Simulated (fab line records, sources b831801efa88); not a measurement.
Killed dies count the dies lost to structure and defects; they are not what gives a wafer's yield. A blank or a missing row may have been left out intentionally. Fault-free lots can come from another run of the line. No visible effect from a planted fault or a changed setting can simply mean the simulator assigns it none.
Shared-tool check || flow sky130 || Lots sampled 15, wafers sampled 45

## THE REASON FOR OPENING IT
Of 15 lots, 4 have the reading VT_ADJUST_LVTN_OVL flagged at SKY_VT_ADJUST_LVTN_OVL_MEAS_07. No-fault wafers: 0.3 nm, standard deviation 1.8.
Rule: a lot gets a flag if all its wafers with a number sit over 4 standard deviations from that mean, or if no wafer of it has a number. As for the other lots, they are considered sound.

{"lot": "L435", "measured": "day 7 07:25", "on": "overlay-01", "VT_ADJUST_LVTN_OVL (nm), wafer by wafer": "2.1 2.2 3.5", "flag": ""}
{"lot": "L437", "measured": "day 7 19:07", "on": "overlay-02", "VT_ADJUST_LVTN_OVL (nm), wafer by wafer": "-2.2 -0.8 -0.2", "flag": ""}
{"lot": "L439", "measured": "day 8 03:49", "on": "overlay-02", "VT_ADJUST_LVTN_OVL (nm), wafer by wafer": "0.2 1.4 0.3", "flag": ""}
{"lot": "L440", "measured": "day 8 13:43", "on": "overlay-01", "VT_ADJUST_LVTN_OVL (nm), wafer by wafer": "1.0 1.5 1.0", "flag": ""}
{"lot": "L442", "measured": "day 8 22:22", "on": "overlay-02", "VT_ADJUST_LVTN_OVL (nm), wafer by wafer": "4.0 1.7 1.5", "flag": ""}
{"lot": "L443", "measured": "day 9 00:34", "on": "overlay-01", "VT_ADJUST_LVTN_OVL (nm), wafer by wafer": "1.7 1.3 0.4", "flag": ""}
{"lot": "L445", "measured": "day 9 16:32", "on": "overlay-02", "VT_ADJUST_LVTN_OVL (nm), wafer by wafer": "-0.3 0.4 1.0", "flag": ""}
{"lot": "L446", "measured": "day 9 23:40", "on": "overlay-02", "VT_ADJUST_LVTN_OVL (nm), wafer by wafer": "-1.3 -1.0 -1.8", "flag": ""}
{"lot": "L448", "measured": "day 10 07:10", "on": "overlay-02", "VT_ADJUST_LVTN_OVL (nm), wafer by wafer": "185.3 185.1 185.1", "flag": "FLAGGED"}
{"lot": "L449", "measured": "day 10 14:34", "on": "overlay-02", "VT_ADJUST_LVTN_OVL (nm), wafer by wafer": "183.0 183.4 184.9", "flag": "FLAGGED"}
{"lot": "L450", "measured": "day 10 20:32", "on": "overlay-01", "VT_ADJUST_LVTN_OVL (nm), wafer by wafer": "185.3 185.4 186.2", "flag": "FLAGGED"}
{"lot": "L451", "measured": "day 11 03:55", "on": "overlay-02", "VT_ADJUST_LVTN_OVL (nm), wafer by wafer": "182.6 183.7 185.1", "flag": "FLAGGED"}
{"lot": "L454", "measured": "day 11 19:40", "on": "overlay-02", "VT_ADJUST_LVTN_OVL (nm), wafer by wafer": "1.2 1.7 0.4", "flag": ""}
{"lot": "L455", "measured": "day 12 08:20", "on": "overlay-01", "VT_ADJUST_LVTN_OVL (nm), wafer by wafer": "2.0 3.0 2.7", "flag": ""}
{"lot": "L457", "measured": "day 12 21:14", "on": "overlay-02", "VT_ADJUST_LVTN_OVL (nm), wafer by wafer": "0.6 1.5 1.0", "flag": ""}
Averaged over the flagged lots the numbers come to 184.6 nm, +184.3 nm from the usual (+99 or more standard deviations).

## LOT BY LOT: THE TOOL USED
The record keeps 1 process step preceding the reading, out of 708 steps on the route. Every cell lists first the tool, next ch and the chambers used by the sampled wafers, and last the start.
{"lot": "L435", "flag": "", "SKY_VT_ADJUST_LVTN_EXPOSE_04": "iline_stepper-01 ch 0, day 6 21:41"}
{"lot": "L437", "flag": "", "SKY_VT_ADJUST_LVTN_EXPOSE_04": "iline_stepper-02 ch 0, day 7 09:16"}
{"lot": "L439", "flag": "", "SKY_VT_ADJUST_LVTN_EXPOSE_04": "iline_stepper-02 ch 0, day 7 18:15"}
{"lot": "L440", "flag": "", "SKY_VT_ADJUST_LVTN_EXPOSE_04": "iline_stepper-01 ch 0, day 8 03:31"}
{"lot": "L442", "flag": "", "SKY_VT_ADJUST_LVTN_EXPOSE_04": "iline_stepper-01 ch 0, day 8 12:08"}
{"lot": "L443", "flag": "", "SKY_VT_ADJUST_LVTN_EXPOSE_04": "iline_stepper-01 ch 0, day 8 14:44"}
{"lot": "L445", "flag": "", "SKY_VT_ADJUST_LVTN_EXPOSE_04": "iline_stepper-02 ch 0, day 9 06:43"}
{"lot": "L446", "flag": "", "SKY_VT_ADJUST_LVTN_EXPOSE_04": "iline_stepper-02 ch 0, day 9 14:02"}
{"lot": "L448", "flag": "FLAGGED", "SKY_VT_ADJUST_LVTN_EXPOSE_04": "iline_stepper-02 ch 0, day 9 20:11"}
{"lot": "L449", "flag": "FLAGGED", "SKY_VT_ADJUST_LVTN_EXPOSE_04": "iline_stepper-02 ch 0, day 10 03:20"}
{"lot": "L450", "flag": "FLAGGED", "SKY_VT_ADJUST_LVTN_EXPOSE_04": "iline_stepper-02 ch 0, day 10 09:26"}
{"lot": "L451", "flag": "FLAGGED", "SKY_VT_ADJUST_LVTN_EXPOSE_04": "iline_stepper-02 ch 0, day 10 16:38"}
{"lot": "L454", "flag": "", "SKY_VT_ADJUST_LVTN_EXPOSE_04": "iline_stepper-01 ch 0, day 11 08:29"}
{"lot": "L455", "flag": "", "SKY_VT_ADJUST_LVTN_EXPOSE_04": "iline_stepper-01 ch 0, day 11 20:38"}
{"lot": "L457", "flag": "", "SKY_VT_ADJUST_LVTN_EXPOSE_04": "iline_stepper-01 ch 0, day 12 09:10"}
What the steps here do:
- SKY_VT_ADJUST_LVTN_EXPOSE_04: exposes mask NWM COMPLEMENT LESS NATIVE, target cd 840 nm.
- SKY_VT_ADJUST_LVTN_OVL_MEAS_07

## FLAGGED OVER TOTAL, TOOL BY TOOL (the gauges that took the reading come last)
{"step": "SKY_VT_ADJUST_LVTN_EXPOSE_04", "tool": "iline_stepper-01", "lots run": 7, "flagged": 0, "share of the flagged lots": "none", "sound lots run after its first flagged lot": "-"}
{"step": "SKY_VT_ADJUST_LVTN_EXPOSE_04", "tool": "iline_stepper-02", "lots run": 8, "flagged": 4, "share of the flagged lots": "all", "sound lots run after its first flagged lot": 0}
{"step": "SKY_VT_ADJUST_LVTN_OVL_MEAS_07", "tool": "overlay-01", "lots run": 5, "flagged": 1, "share of the flagged lots": "some", "sound lots run after its first flagged lot": "1 (L455)"}
{"step": "SKY_VT_ADJUST_LVTN_OVL_MEAS_07", "tool": "overlay-02", "lots run": 10, "flagged": 3, "share of the flagged lots": "some", "sound lots run after its first flagged lot": "2 (L454,L457)"}

## WHAT THE TABLE ALLOWS
Rows of the table that ran each flagged lot: 1, that is iline_stepper-02 at SKY_VT_ADJUST_LVTN_EXPOSE_04.
- iline_stepper-02 at SKY_VT_ADJUST_LVTN_EXPOSE_04 ran 8 lots, 4 of them flagged. A fault beginning between L446 (day 9 14:02), its last sound lot, and L448 (day 9 20:11), its first flagged one, fits the data.
Just one tool remains: iline_stepper-02 at SKY_VT_ADJUST_LVTN_EXPOSE_04.

## WHAT THE SIMULATOR PUT IN
Scanner matching overlay: iline_stepper-02, from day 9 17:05 on, at SKY_VT_ADJUST_LVTN_EXPOSE_04. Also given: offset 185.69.
Shown lots that were struck: L448, L449, L450, L451. The same result came from the rule above.
